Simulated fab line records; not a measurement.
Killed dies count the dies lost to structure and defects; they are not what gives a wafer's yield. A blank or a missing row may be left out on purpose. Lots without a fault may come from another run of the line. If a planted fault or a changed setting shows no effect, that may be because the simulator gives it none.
fab line records + flow gf180mcu
record:
- lots: 12
- wafers: 36
- last_day: 34
route steps=602 shown CONTACT@310 V1@337 M2@364
lots that met no fault: taken from a fault-free run of the same line
start_h: the number of hours between the record's first day and the start of the first shown wafer of the lot + wait_h: hours elapsed since this lot's preceding step + " identical to the entry in the row above + L1.1+2: a single row standing in for several wafers + - no value present, or no start provided + * or withheld: withheld + < > ~ a bound
route shown NAME@n: NAME is a module with steps in the file, n the number in the route of the first one + usual: mean/standard deviation of fault-free wafers + same: alike in all rows + chamber/n: place in a boat + sites: the reading at each site + _std_site: standard deviation across them + _edge_site: the outer-site mean with the inner-site mean subtracted + radius_mm: for every site, how far away it sits from the centre of the wafer + mask NAME#n: copy n + behind: the most recent tool/chamber to have shaped the wafer + hold: what put the lot on hold/how long, in hours/how the hold closed + device: which transistor (n, p or np) failed to switch + end of line: the same wafers' tests at the end of the route + where a step has no rows: the recipe by itself + killed: dies that structure and defects cost at the first sort, which is not the same as the wafer's yield + map: a wafer's dies, marking killed ones x, the rest . and places with no die _
set.NAME: setting as actually run; set.NAME@STEP: the setting as run at that earlier step + model.NAME: the simulator's own value behind a step, which no gauge read
one table for each step of the route and one row for each wafer, over a sample of lots
services: from which hour (start_h, from the record's first day; less than 0 if before it) a tool's chamber was out of use, for how many hours, and why
== steps ==
step: GF_CONTACT_SPUTTER_23
recipe:
- material: TiN
- target_thk_nm: 10
- chamber_pressure_pa: 5
- power_w: 4000
- time_s: 40
usual:
- cathode_dc_power_W: 4000.0/0.73
- throttle_valve_pct: 29.9/1.3
| lot.wafer | tool           | chamber | start_h | wait_h | cathode_dc_power_W | throttle_valve_pct |
|-----------|----------------|---------|---------|--------|--------------------|--------------------|
| L629.2    | pvd_sputter-04 | -       | 371.30  | 0.0    | 3999.8             | 28.3               |
| L629.4    | "              | -       | "       | "      | 4000.2             | 30.3               |
| L629.5    | "              | -       | "       | "      | 4000.6             | 28.0               |
| L630.1    | pvd_sputter-04 | -       | 383.59  | 0.0    | 3998.6             | 28.2               |
| L630.2    | "              | -       | "       | "      | 4000.3             | 31.6               |
| L630.3    | "              | -       | "       | "      | 4001.5             | 30.8               |
| L632.2    | pvd_sputter-01 | -       | 387.23  | 0.0    | 3998.9             | 29.5               |
| L632.5    | "              | -       | "       | "      | 3998.8             | 29.2               |
| L632.6    | "              | -       | "       | "      | 3999.6             | 29.8               |
| L633.2    | pvd_sputter-04 | -       | 400.04  | 0.0    | 4001.2             | 28.2               |
| L633.3    | "              | -       | "       | "      | 3999.9             | 31.4               |
| L633.5    | "              | -       | "       | "      | 3999.0             | 28.3               |
| L634.1    | pvd_sputter-04 | -       | 409.91  | 0.0    | 4001.5             | 31.7               |
| L634.3    | "              | -       | "       | "      | 3999.9             | 30.5               |
| L634.5    | "              | -       | "       | "      | 3999.3             | 28.2               |
| L635.1    | pvd_sputter-03 | -       | 419.30  | 0.0    | 4000.1             | 28.4               |
| L635.2    | "              | -       | "       | "      | 3999.5             | 30.7               |
| L635.4    | "              | -       | "       | "      | 3999.2             | 32.4               |
| L636.3    | pvd_sputter-03 | -       | 421.50  | 0.0    | 3999.8             | 29.0               |
| L636.4    | "              | -       | "       | "      | 4000.4             | 30.6               |
| L636.6    | "              | -       | "       | "      | 4000.7             | 28.4               |
| L638.1    | pvd_sputter-03 | -       | 444.59  | 0.0    | 4000.1             | 30.7               |
| L638.3    | "              | -       | "       | "      | 4000.4             | 28.2               |
| L638.4    | "              | -       | "       | "      | 3999.4             | 29.3               |
| L645.1    | pvd_sputter-03 | -       | 507.10  | 0.0    | 3999.0             | 28.3               |
| L645.2    | "              | -       | "       | "      | 3998.7             | 30.6               |
| L645.5    | "              | -       | "       | "      | 4000.3             | 28.7               |
| L646.1    | pvd_sputter-01 | -       | 512.84  | 0.0    | 4000.9             | 29.4               |
| L646.5    | "              | -       | "       | "      | 3998.0             | 29.1               |
| L646.6    | "              | -       | "       | "      | 3999.2             | 28.1               |
| L648.1    | pvd_sputter-01 | -       | 532.69  | 0.0    | 3999.6             | 30.0               |
| L648.2    | "              | -       | "       | "      | 4000.7             | 29.4               |
| L648.3    | "              | -       | "       | "      | 4000.8             | 29.8               |
| L651.1    | pvd_sputter-04 | -       | 558.10  | 0.0    | 3999.9             | 28.4               |
| L651.2    | "              | -       | "       | "      | 4000.6             | 30.2               |
| L651.3    | "              | -       | "       | "      | 4000.2             | 31.6               |
step: GF_V1_CVD_02
recipe:
- material: SiO2
- target_thk_nm: 850
- precursor: TEOS
- temp_c: 400
- time_s: 94.851
- rf_w: 600
usual:
- heater_power_w: 651/63
| lot.wafer | tool     | chamber | start_h | wait_h | heater_power_w |
|-----------|----------|---------|---------|--------|----------------|
| L629.2    | pecvd-02 | 2       | 395.83  | 0.0    | 678            |
| L629.4    | "        | 0       | "       | "      | 601            |
| L629.5    | "        | 1       | "       | "      | 692            |
| L630.1    | pecvd-03 | 1       | 407.70  | 0.1    | 649            |
| L630.2    | "        | 0       | "       | "      | 555            |
| L630.3    | "        | 2       | "       | "      | 653            |
| L632.2    | pecvd-02 | 0       | 412.09  | 0.0    | 621            |
| L632.5    | "        | 1       | "       | "      | 631            |
| L632.6    | "        | 2       | "       | "      | 735            |
| L633.2    | pecvd-01 | 0       | 425.95  | 0.0    | 616            |
| L633.3    | "        | 1       | "       | "      | 706            |
| L633.5    | "        | 2       | "       | "      | 686            |
| L634.1    | pecvd-03 | 0       | 435.15  | 0.1    | 588            |
| L634.3    | "        | 2       | "       | "      | 653            |
| L634.5    | "        | 0       | "       | "      | 601            |
| L635.1    | pecvd-01 | 1       | 445.25  | 0.1    | 640            |
| L635.2    | "        | 2       | "       | "      | 616            |
| L635.4    | "        | 2       | "       | "      | 657            |
| L636.3    | pecvd-02 | 2       | 447.09  | 0.0    | 676            |
| L636.4    | "        | 1       | "       | "      | 613            |
| L636.6    | "        | 0       | "       | "      | 663            |
| L638.1    | pecvd-02 | 2       | 470.36  | 0.1    | 580            |
| L638.3    | "        | 0       | "       | "      | 641            |
| L638.4    | "        | 2       | "       | "      | 642            |
| L645.1    | pecvd-02 | 1       | 531.77  | 0.1    | 658            |
| L645.2    | "        | 2       | "       | "      | 698            |
| L645.5    | "        | 2       | "       | "      | 578            |
| L646.1    | pecvd-02 | 0       | 537.24  | 0.1    | 578            |
| L646.5    | "        | 2       | "       | "      | 647            |
| L646.6    | "        | 0       | "       | "      | 632            |
| L648.1    | pecvd-02 | 0       | 557.04  | 0.1    | 559            |
| L648.2    | "        | 1       | "       | "      | 726            |
| L648.3    | "        | 2       | "       | "      | 704            |
| L651.1    | pecvd-02 | 2       | 582.18  | 0.1    | 711            |
| L651.2    | "        | 0       | "       | "      | 656            |
| L651.3    | "        | 1       | "       | "      | 660            |
step: GF_V1_CVD_23
recipe:
- material: W
- target_thk_nm: 350
- time_s: 105.05
- temp_c: 400
- pressure_torr: 40
usual:
- heater_power_w: 978/65
| lot.wafer | tool     | chamber | start_h | wait_h | heater_power_w |
|-----------|----------|---------|---------|--------|----------------|
| L629.2    | cvd_w-02 | 0       | 419.97  | 0.0    | 1020           |
| L629.4    | "        | 0       | "       | "      | 1072           |
| L629.5    | "        | 1       | "       | "      | 935            |
| L630.1    | cvd_w-01 | 1       | 432.50  | 0.0    | 1034           |
| L630.2    | "        | 0       | "       | "      | 889            |
| L630.3    | "        | 1       | "       | "      | 1021           |
| L632.2    | cvd_w-02 | 0       | 437.48  | 0.0    | 1061           |
| L632.5    | "        | 1       | "       | "      | 926            |
| L632.6    | "        | 0       | "       | "      | 1036           |
| L633.2    | cvd_w-01 | 1       | 451.98  | 0.0    | 1028           |
| L633.3    | "        | 0       | "       | "      | 887            |
| L633.5    | "        | 1       | "       | "      | 1013           |
| L634.1    | cvd_w-01 | 1       | 461.13  | 0.0    | 1043           |
| L634.3    | "        | 0       | "       | "      | 926            |
| L634.5    | "        | 1       | "       | "      | 1004           |
| L635.1    | cvd_w-02 | 0       | 471.23  | 0.0    | 1059           |
| L635.2    | "        | 1       | "       | "      | 888            |
| L635.4    | "        | 1       | "       | "      | 919            |
| L636.3    | cvd_w-02 | 1       | 472.58  | 0.1    | 905            |
| L636.4    | "        | 0       | "       | "      | 1030           |
| L636.6    | "        | 0       | "       | "      | 1052           |
| L638.1    | cvd_w-02 | 0       | 496.02  | 0.0    | 1051           |
| L638.3    | "        | 1       | "       | "      | 923            |
| L638.4    | "        | 0       | "       | "      | 1062           |
| L645.1    | cvd_w-02 | 1       | 555.95  | 0.0    | 924            |
| L645.2    | "        | 0       | "       | "      | 1051           |
| L645.5    | "        | 1       | "       | "      | 899            |
| L646.1    | cvd_w-01 | 0       | 561.49  | 0.0    | 902            |
| L646.5    | "        | 1       | "       | "      | 1055           |
| L646.6    | "        | 0       | "       | "      | 886            |
| L648.1    | cvd_w-01 | 1       | 579.79  | 0.0    | 1028           |
| L648.2    | "        | 0       | "       | "      | 890            |
| L648.3    | "        | 0       | "       | "      | 915            |
| L651.1    | cvd_w-02 | 1       | 604.58  | 0.0    | 941            |
| L651.2    | "        | 0       | "       | "      | 1088           |
| L651.3    | "        | 0       | "       | "      | 1044           |
step: GF_M2_SPUTTER_02
recipe:
- material: AlCu
- target_thk_nm: 450
- power_w: 10600
- time_s: 23.9
- chamber_pressure_pa: 0.4
usual:
- cathode_dc_power_W: 10600/1.9
- throttle_valve_pct: 29.7/1.2
| lot.wafer | tool           | chamber | start_h | wait_h | cathode_dc_power_W | throttle_valve_pct |
|-----------|----------------|---------|---------|--------|--------------------|--------------------|
| L629.2    | pvd_sputter-01 | -       | 420.69  | 0.0    | 10601              | 29.9               |
| L629.4    | "              | -       | "       | "      | 10597              | 27.8               |
| L629.5    | "              | -       | "       | "      | 10598              | 29.2               |
| L630.1    | pvd_sputter-03 | -       | 433.22  | 0.0    | 10600              | 29.3               |
| L630.2    | "              | -       | "       | "      | 10600              | 32.3               |
| L630.3    | "              | -       | "       | "      | 10601              | 28.2               |
| L632.2    | pvd_sputter-03 | -       | 438.20  | 0.0    | 10598              | 28.4               |
| L632.5    | "              | -       | "       | "      | 10603              | 30.9               |
| L632.6    | "              | -       | "       | "      | 10597              | 29.1               |
| L633.2    | pvd_sputter-01 | -       | 452.70  | 0.0    | 10600              | 29.2               |
| L633.3    | "              | -       | "       | "      | 10599              | 29.7               |
| L633.5    | "              | -       | "       | "      | 10597              | 29.4               |
| L634.1    | pvd_sputter-01 | -       | 462.00  | 0.0    | 10597              | 28.1               |
| L634.3    | "              | -       | "       | "      | 10602              | 29.1               |
| L634.5    | "              | -       | "       | "      | 10602              | 28.2               |
| L635.1    | pvd_sputter-01 | -       | 472.11  | 0.0    | 10599              | 29.3               |
| L635.2    | "              | -       | "       | "      | 10596              | 28.1               |
| L635.4    | "              | -       | "       | "      | 10600              | 30.1               |
| L636.3    | pvd_sputter-03 | -       | 473.27  | 0.0    | 10602              | 29.1               |
| L636.4    | "              | -       | "       | "      | 10598              | 32.5               |
| L636.6    | "              | -       | "       | "      | 10601              | 28.3               |
| L638.1    | pvd_sputter-03 | -       | 496.75  | 0.0    | 10601              | 30.4               |
| L638.3    | "              | -       | "       | "      | 10606              | 32.5               |
| L638.4    | "              | -       | "       | "      | 10603              | 29.3               |
| L645.1    | pvd_sputter-01 | -       | 556.67  | 0.0    | 11349              | 30.0               |
| L645.2    | "              | -       | "       | "      | 11349              | 29.4               |
| L645.5    | "              | -       | "       | "      | 11349              | 30.0               |
| L646.1    | pvd_sputter-01 | -       | 562.21  | 0.0    | 11348              | 29.8               |
| L646.5    | "              | -       | "       | "      | 11347              | 29.3               |
| L646.6    | "              | -       | "       | "      | 11351              | 29.9               |
| L648.1    | pvd_sputter-03 | -       | 580.51  | 0.0    | 10601              | 29.0               |
| L648.2    | "              | -       | "       | "      | 10599              | 30.7               |
| L648.3    | "              | -       | "       | "      | 10600              | 28.3               |
| L651.1    | pvd_sputter-03 | -       | 605.30  | 0.0    | 10601              | 28.3               |
| L651.2    | "              | -       | "       | "      | 10598              | 29.1               |
| L651.3    | "              | -       | "       | "      | 10599              | 32.5               |
step: GF_M2_RS_MEAS_05
recipe:
- thk_meas_gauge: four-point-probe
- reads: TiN_of_M2_SPUTTER_04+Ti_of_M2_SPUTTER_03+AlCu_of_M2_SPUTTER_02+TiN_of_M2_SPUTTER_01+Ti_of_M2_SPUTTER_00
usual:
- M2_ALCU_RS: 0.0691/0.00078
| lot.wafer | tool          | chamber | start_h | wait_h | M2_ALCU_RS[ohm/sq] |
|-----------|---------------|---------|---------|--------|--------------------|
| L629.2    | film_metro-03 | -       | 420.80  | 0.0    | 0.0694             |
| L629.4    | "             | -       | "       | "      | 0.0697             |
| L629.5    | "             | -       | "       | "      | 0.0697             |
| L630.1    | film_metro-03 | -       | 433.31  | 0.0    | 0.0696             |
| L630.2    | "             | -       | "       | "      | 0.0691             |
| L630.3    | "             | -       | "       | "      | 0.0685             |
| L632.2    | film_metro-03 | -       | 438.31  | 0.0    | 0.0687             |
| L632.5    | "             | -       | "       | "      | 0.0679             |
| L632.6    | "             | -       | "       | "      | 0.0689             |
| L633.2    | film_metro-03 | -       | 452.81  | 0.0    | 0.0694             |
| L633.3    | "             | -       | "       | "      | 0.0687             |
| L633.5    | "             | -       | "       | "      | 0.0693             |
| L634.1    | film_metro-02 | -       | 462.09  | 0.0    | 0.0696             |
| L634.3    | "             | -       | "       | "      | 0.0688             |
| L634.5    | "             | -       | "       | "      | 0.0693             |
| L635.1    | film_metro-03 | -       | 472.20  | 0.0    | 0.0694             |
| L635.2    | "             | -       | "       | "      | 0.0708             |
| L635.4    | "             | -       | "       | "      | 0.0691             |
| L636.3    | film_metro-04 | -       | 473.40  | 0.1    | 0.0695             |
| L636.4    | "             | -       | "       | "      | 0.0689             |
| L636.6    | "             | -       | "       | "      | 0.0691             |
| L638.1    | film_metro-03 | -       | 496.84  | 0.0    | 0.0696             |
| L638.3    | "             | -       | "       | "      | 0.0697             |
| L638.4    | "             | -       | "       | "      | 0.0703             |
| L645.1    | film_metro-04 | -       | 556.76  | 0.0    | 0.0649             |
| L645.2    | "             | -       | "       | "      | 0.0653             |
| L645.5    | "             | -       | "       | "      | 0.0647             |
| L646.1    | film_metro-03 | -       | 562.30  | 0.0    | 0.0651             |
| L646.5    | "             | -       | "       | "      | 0.0659             |
| L646.6    | "             | -       | "       | "      | 0.0646             |
| L648.1    | film_metro-03 | -       | 580.60  | 0.0    | 0.0683             |
| L648.2    | "             | -       | "       | "      | 0.0675             |
| L648.3    | "             | -       | "       | "      | 0.0683             |
| L651.1    | film_metro-02 | -       | 605.40  | 0.0    | 0.0683             |
| L651.2    | "             | -       | "       | "      | 0.0690             |
| L651.3    | "             | -       | "       | "      | 0.0690             |
step: GF_M2_THK_MEAS_06
recipe:
- thk_meas_gauge: xrf
- reads: AlCu_of_M2_SPUTTER_02
usual:
- M2_ALCU_THK: 444/5.5
| lot.wafer | tool          | chamber | start_h | wait_h | M2_ALCU_THK[nm] |
|-----------|---------------|---------|---------|--------|-----------------|
| L629.2    | film_metro-03 | -       | 420.91  | 0.1    | 441             |
| L629.4    | "             | -       | "       | "      | 440             |
| L629.5    | "             | -       | "       | "      | 438             |
| L630.1    | film_metro-03 | -       | 433.43  | 0.1    | 442             |
| L630.2    | "             | -       | "       | "      | 446             |
| L630.3    | "             | -       | "       | "      | 449             |
| L632.2    | film_metro-03 | -       | 438.42  | 0.1    | 446             |
| L632.5    | "             | -       | "       | "      | 452             |
| L632.6    | "             | -       | "       | "      | 443             |
| L633.2    | film_metro-03 | -       | 452.92  | 0.1    | 442             |
| L633.3    | "             | -       | "       | "      | 448             |
| L633.5    | "             | -       | "       | "      | 443             |
| L634.1    | film_metro-02 | -       | 462.21  | 0.1    | 439             |
| L634.3    | "             | -       | "       | "      | 444             |
| L634.5    | "             | -       | "       | "      | 441             |
| L635.1    | film_metro-03 | -       | 472.32  | 0.1    | 439             |
| L635.2    | "             | -       | "       | "      | 432             |
| L635.4    | "             | -       | "       | "      | 442             |
| L636.3    | film_metro-04 | -       | 473.50  | 0.1    | 445             |
| L636.4    | "             | -       | "       | "      | 447             |
| L636.6    | "             | -       | "       | "      | 446             |
| L638.1    | film_metro-03 | -       | 496.96  | 0.1    | 439             |
| L638.3    | "             | -       | "       | "      | 438             |
| L638.4    | "             | -       | "       | "      | 435             |
| L645.1    | film_metro-04 | -       | 556.88  | 0.1    | 474             |
| L645.2    | "             | -       | "       | "      | 473             |
| L645.5    | "             | -       | "       | "      | 476             |
| L646.1    | film_metro-03 | -       | 562.42  | 0.1    | 470             |
| L646.5    | "             | -       | "       | "      | 465             |
| L646.6    | "             | -       | "       | "      | 470             |
| L648.1    | film_metro-03 | -       | 580.72  | 0.1    | 448             |
| L648.2    | "             | -       | "       | "      | 453             |
| L648.3    | "             | -       | "       | "      | 449             |
| L651.1    | film_metro-02 | -       | 605.52  | 0.1    | 450             |
| L651.2    | "             | -       | "       | "      | 442             |
| L651.3    | "             | -       | "       | "      | 444             |
== services ==
| tool           | chamber | start_h | hours | kind                   |
|----------------|---------|---------|-------|------------------------|
| cvd_w-02       | 1       | 355.70  | 2.0   | repair                 |
| pvd_sputter-01 | -       | 360.03  | 8.8   | repair                 |
| pecvd-03       | -       | 368.88  | 14.0  | pm                     |
| pvd_sputter-03 | 2       | 368.98  | -     | consumable_replace:kit |
| pvd_sputter-03 | 2       | 368.98  | 18.0  | scheduled_down         |
| pvd_sputter-03 | 2       | 368.98  | 18.0  | vent_cycle             |
| cvd_w-02       | -       | 390.00  | 14.0  | pm                     |
| cvd_w-01       | 0       | 390.07  | 14.5  | repair                 |
| pecvd-03       | -       | 418.99  | 2.1   | repair                 |
| cvd_w-02       | 0       | 422.92  | 1.5   | repair                 |
| pecvd-01       | -       | 453.99  | 1.1   | repair                 |
| cvd_w-01       | 0       | 466.29  | 10.2  | repair                 |
| pecvd-01       | -       | 472.74  | 2.8   | pm                     |
| pecvd-01       | 1       | 489.93  | 9.4   | repair                 |
| cvd_w-02       | -       | 508.80  | 14.6  | pm                     |
| cvd_w-02       | -       | 523.40  | 6.9   | pm                     |
| pecvd-03       | 2       | 539.61  | 5.7   | repair                 |
| pecvd-03       | -       | 540.19  | 0.5   | repair                 |
| cvd_w-01       | -       | 547.94  | 4.0   | repair                 |
| pvd_sputter-03 | 1       | 553.84  | -     | consumable_replace:kit |
| pvd_sputter-03 | 1       | 553.84  | 18.0  | scheduled_down         |
| pvd_sputter-03 | 1       | 553.84  | 18.0  | vent_cycle             |
| pvd_sputter-04 | -       | 564.96  | 0.5   | repair                 |
| cvd_w-02       | 1       | 567.14  | 14.8  | repair                 |
== key ==
first_sign:
- step: GF_M2_SPUTTER_02
- reading: cathode_dc_power_W
- direction: up
- sigmas: 99+
- usual: 10600
- struck: 11349
effect:
- step: GF_M2_RS_MEAS_05
- reading: M2_ALCU_RS
- direction: down
- sigmas: 5.2
- usual: 0.0691
- struck: 0.0651
effect:
- step: GF_M2_THK_MEAS_06
- reading: M2_ALCU_THK
- direction: up
- sigmas: 5
- usual: 444
- struck: 471
met_at GF_M2_SPUTTER_02
struck_lots L645,L646
not_acting_at GF_CONTACT_SPUTTER_23,GF_V1_CVD_02,GF_V1_CVD_23
onset_between 472.11 556.67
fault:
- kind: process_parameter_drift
- tool: pvd_sputter-01
- chamber: -
- onset_h: 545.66
- steps: GF_M2_SPUTTER_02
- channel: power_w
- offset: 749.79
- shape: step
- end_h: 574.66
- acts_in: these_recipes_only
- stated: 10600
